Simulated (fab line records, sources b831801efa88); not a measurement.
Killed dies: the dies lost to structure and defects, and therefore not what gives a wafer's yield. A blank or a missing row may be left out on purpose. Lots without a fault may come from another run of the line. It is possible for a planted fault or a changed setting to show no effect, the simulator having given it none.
Struck lot and sound lot, side by side -- flow sky130 -- 31 out of 708 route steps
Sound: wafers L392.1, L392.3, L392.5. Wafers struck: L403.1, L403.2, L403.4. The cause is named last.
At each step with rows: each side's tool, then ch and its chambers, then its first start. Under that, the readings that differ: sound wafers -- struck wafers -- difference of the means -- sigmas: that difference in standard deviations of wafers without a fault.
alike: readings whose means differ by less than 2 such deviations, and words and numbers that are the same on both sides. not compared: withheld readings, readings that some wafer has no value for, bounds like >300 that may hide the same value, and numbers for which the record gives no deviation and whose values overlap.
The two part at a step that has a row with sigmas, a row that says differs or no value, or rows on one side only. When numbers do not overlap yet have no deviation, they are printed without sigmas and do not part them. Lack of a reading on every wafer of one side parts them only where that side has two or more wafers.

first, 1 step without rows for these wafers: SKY_PWDE_IMPLANT_08.
SKY_PWDE_STRIP_09: strips in O2/N2.
  sound on plasmaAsher-02 ch 0,1, day 4 11:43; struck on plasmaAsher-02 ch 0,1, day 6 21:22
  alike: drypumpMotorCurrentA, oesProductAu, stripTimeToEndpointS
  not compared: rfHoursCounterH
SKY_PWDE_TW_MEAS_10:
  sound: filmMetro-02 at day 4 11:49; struck: filmMetro-04 at day 6 21:28
  alike: PWDE_TW
then, 7 steps without rows for these wafers: SKY_NWELL_DEHYDRATE_03 (time 60 s); SKY_NWELL_HMDS_04 (prime time 60 s); SKY_NWELL_COAT_05 (resist thk 3000 nm); SKY_NWELL_SOFTBAKE_06; SKY_NWELL_EXPOSE_07 (exposes mask NWM, target cd 840 nm); SKY_NWELL_PEB_08; SKY_NWELL_DEVELOP_09 (develop time 60 s).
SKY_NWELL_OVL_MEAS_10:
  sound: overlay-02 at day 5 04:41; struck: overlay-01 at day 7 17:02
reading,sound,struck,difference,sigmas
NWELL_00_OVL (nm),-0.6 -1.5 -2.0,1.5 4.2 3.3,+4.4,+3
following that, these wafers have no rows for 1 step: SKY_NWELL_IMPLANT_11.
SKY_NWELL_IMPLANT_12:
  sound on implanter-04 ch 0, day 5 04:53; struck on implanter-01 ch 0, day 7 17:13
reading,sound,struck,difference,sigmas
doseIonsCm2,1.2985e+12 1.2998e+12 1.2989e+12,1.442e+12 1.4407e+12 1.4426e+12,+1.427e+11,+95
faradayCurrentUA,7.13 7.46 7.41,8.23 8.13 8.13,+0.83,+6
following that, these wafers have no rows for 1 step: SKY_NWELL_IMPLANT_13.
SKY_NWELL_STRIP_14: strips in O2/N2.
  sound on plasmaAsher-02 ch 0,1, day 5 05:11; struck on plasmaAsher-01 ch 0,1, day 7 17:31
  alike: drypumpMotorCurrentA, oesProductAu, stripTimeToEndpointS
  not compared: rfHoursCounterH
SKY_NWELL_TW_MEAS_15:
  sound: filmMetro-01 at day 5 05:17; struck: filmMetro-01 at day 7 17:37
  alike: NWELL_TW
then, 7 steps without rows for these wafers: SKY_NWELL_DEHYDRATE_16 (time 60 s); SKY_NWELL_HMDS_17 (prime time 60 s); SKY_NWELL_COAT_18 (resist thk 3000 nm); SKY_NWELL_SOFTBAKE_19; SKY_NWELL_EXPOSE_20 (exposes mask NWM COMPLEMENT, target cd 840 nm); SKY_NWELL_PEB_21; SKY_NWELL_DEVELOP_22 (develop time 60 s).
SKY_NWELL_OVL_MEAS_23:
  sound: overlay-01 at day 5 23:08; struck: overlay-02 at day 8 12:29
  alike: NWELL_01_OVL
following that, these wafers have no rows for 1 step: SKY_NWELL_IMPLANT_24.
SKY_NWELL_STRIP_25: strips in O2/N2.
  sound on plasmaAsher-04 ch 1, day 5 23:20; struck on plasmaAsher-02 ch 0,1, day 8 12:40
reading,sound,struck,difference,sigmas
drypumpMotorCurrentA (A),4.9 4.9 4.9,5.6 5.7 5.6,+0.7,+2
  alike: oesProductAu, stripTimeToEndpointS
  not compared: rfHoursCounterH
SKY_NWELL_TW_MEAS_26:
  sound: filmMetro-01 at day 5 23:26; struck: filmMetro-01 at day 8 12:46
  alike: NWELL_2_TW
then, 1 step without rows for these wafers: SKY_NWELL_CLEAN_27 (cleans in SC1/SC2, time 150 s).
SKY_NWELL_RTA_28: time 30 s.
  sound on rtpAnneal-02 ch 0, day 5 23:32; struck on rtpAnneal-01 ch 0, day 8 12:53
  alike: lampPowerPct, rampUpCPerS, wafer_temp_C_max
SKY_NWELL_RS_MEAS_29: uses a four-point probe to measure.
  sound: filmMetro-04 at day 5 23:38; struck: filmMetro-04 at day 8 13:05
  alike: NWELL_RS
-- the record jumps here: 40 days lie between the struck wafers' starts before and after (it left off in module NWELL and takes up again in module PAD_OPEN, whose first step shown is number 708 of the route) --
SKY_PAD_OPEN_PROBE_99:
  sound: prober-02 at day 46 03:30; struck: prober-01 at day 48 15:59
reading,sound,struck,difference,sigmas
model.etest.pfet_01v8_lvt.driveUaUm,178 173.4 179.9,168.8 169.4 170.7,-7.5,
model.etest.pfetG5v0d10v5.offLog10AUm,-12.06 -12.16 -12.03,-13.04 -12.75 -12.77,-0.77,
model.etest.pfet_01v8_lvt.offLog10AUm,-8.432 -8.825 -8.419,-9.132 -9.126 -9.119,-0.567,
model.etest.pfetG5v0d10v5.vtSatV (V),-0.5801 -0.5965 -0.5952,-0.6908 -0.6364 -0.6581,-0.0712,
model.etest.pfet_16v.vtV (V),-1.072 -1.087 -1.069,-1.133 -1.124 -1.122,-0.050,
model.etest.pfetG5v0d10v5.vtV (V),-0.7863 -0.807 -0.8115,-0.8768 -0.8236 -0.8454,-0.0470,
model.etest.pfetG5v0d10v5.vtLongV (V),-0.9075 -0.9219 -0.9032,-0.9621 -0.9535 -0.9476,-0.0435,
model.etest.pfet_01v8_lvt.vtSatV (V),-0.4199 -0.419 -0.4099,-0.4641 -0.4633 -0.4656,-0.0481,
  alike: killed_at_M0_to_M3, killed_at_M4_up, killedAtContacts, killedAtFrontEnd, killedAtOther, killedDies, killedOpen, killedShort

WHERE THEY PART
At SKY_NWELL_OVL_MEAS_10 first; at SKY_NWELL_STRIP_25 last (within this record only). Later steps at which nothing parts them and some readings are alike: SKY_NWELL_TW_MEAS_26, SKY_NWELL_RTA_28, SKY_NWELL_RS_MEAS_29, SKY_PAD_OPEN_PROBE_99.

WHY: whatever the simulator had introduced
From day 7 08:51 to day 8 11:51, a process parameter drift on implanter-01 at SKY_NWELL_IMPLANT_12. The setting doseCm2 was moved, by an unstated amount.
